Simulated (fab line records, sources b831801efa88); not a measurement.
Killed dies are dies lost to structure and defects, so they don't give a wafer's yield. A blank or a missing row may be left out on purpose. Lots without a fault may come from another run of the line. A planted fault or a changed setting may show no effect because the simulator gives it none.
One fault seen from 2 desks | flow sky130 | each desk has only its own numbers; what lay behind them comes last

THE TOOL OWNER'S DESK: wet_bench-02
The tool's own readings at SKY_FIELD_ISO_WET_ETCH_30 (etches SiO2 in dHF, target depth 25 nm, time 50 s): means of the sampled wafers that have a number, for each lot that ran on this tool. A lot is out of limits, marked OUT, if its mean lies more than 4 standard deviations from the usual mean; the brackets give that distance.
Columns: A = bath_heat_duty_pct at SKY_FIELD_ISO_WET_ETCH_30, usual 6.6 %; B = run_length_s at SKY_FIELD_ISO_WET_ETCH_30, usual 79 s
lot  | first seen here | A   | B
L724 | day 6 12:29     | 6.4 | 78
This desk's finding: nothing out of limits on the one lot.

THE METROLOGY DESK
What the gauges read, lot by lot, whatever tool the lot ran on: means of the sampled wafers that have a number. A lot is out of limits, marked OUT, if its mean lies more than 4 standard deviations from the usual mean; the brackets give that distance.
Columns: A = FIELD_ISO_OXIDATION_01_THK at SKY_FIELD_ISO_THK_MEAS_23, usual 9.91 nm; B = FIELD_ISO_CVD_24_THK at SKY_FIELD_ISO_THK_MEAS_25, usual 593 nm
lot  | first seen here | A     | B
L708 | day 3 00:09     | 9.73  | 596
L714 | day 4 05:33     | 10.04 | 597
L715 | day 4 13:19     | 10.05 | 594
L716 | day 4 15:59     | 9.86  | 591
L723 | day 6 04:04     | 9.85  | 589
L724 | day 6 09:59     | 9.87  | 591
L725 | day 6 15:38     | 9.55  | 587
This desk's finding: nothing out of limits on any of the 7 lots.

PUT TOGETHER
The tool owner's desk saw nothing out of limits.
The metrology desk saw nothing out of limits.

WHAT THE SIMULATOR HAD PUT IN
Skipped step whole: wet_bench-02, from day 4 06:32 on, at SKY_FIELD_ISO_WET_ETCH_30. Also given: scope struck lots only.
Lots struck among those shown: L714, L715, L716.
